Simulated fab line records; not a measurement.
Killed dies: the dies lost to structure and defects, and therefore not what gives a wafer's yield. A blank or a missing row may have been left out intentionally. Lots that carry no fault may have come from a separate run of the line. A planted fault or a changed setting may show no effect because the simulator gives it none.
What tool caused it? | flow sky130 | 6 lots with 18 wafers sampled at 2 steps, on a route of 708 steps

## WHAT THE GAUGES READ, wafer by wafer
SKY_SONOS_ONO_THK_MEAS_03.
lot  | measured     | on            | SONOS_ONO_CVD_02_THK (nm)
L727 | day 12 00:40 | film_metro-04 | 10.44 10.56 10.51
L730 | day 12 18:16 | film_metro-03 | 10.45 10.41 10.45
L732 | day 13 13:37 | film_metro-01 | 10.61 10.78 10.66
L735 | day 14 07:53 | film_metro-04 | 10.44 10.44 10.47
L738 | day 15 12:04 | film_metro-01 | 10.53 10.68 10.39
L749 | day 19 09:10 | film_metro-04 | 10.38 10.41 10.32

## WHAT TOOL EACH LOT RAN ON (gives the tool, then ch and the chambers of the sampled wafers, and finally the start)
lot  | SKY_SONOS_ONO_CVD_02
L727 | lpcvd-02 ch 0, day 11 23:35
L730 | lpcvd-02 ch 1, day 12 17:13
L732 | lpcvd-02 ch 0, day 13 12:34
L735 | lpcvd-02 ch 0, day 14 06:49
L738 | lpcvd-02 ch 0, day 15 10:29
L749 | lpcvd-02 ch 1, day 19 08:07
- SKY_SONOS_ONO_CVD_02: deposits Si3N4 from DCS/NH3, target thk 10.5 nm, time 180 s.

## THE ANSWER, worked out from the rows above alone
Rule: the lots themselves supply what counts as usual. Put in order of their means at a reading, lots are off if they are a third of the lots or fewer, leave a main group of 4 or more, and stand apart from it by a gap of 3 or more times the standard deviation of the main group's means; of several such gaps the widest counts. A main group is skipped when, at the precision printed for the reading in the tables above, its means are all equal. A lot without any number at a reading at which 4 lots or more have one is off too. Where the step has rows for the other lots, those lots are counted as sound.
Nothing can be told from this: no lot is off at any reading shown.

## WHAT THE SIMULATOR HAD INSERTED
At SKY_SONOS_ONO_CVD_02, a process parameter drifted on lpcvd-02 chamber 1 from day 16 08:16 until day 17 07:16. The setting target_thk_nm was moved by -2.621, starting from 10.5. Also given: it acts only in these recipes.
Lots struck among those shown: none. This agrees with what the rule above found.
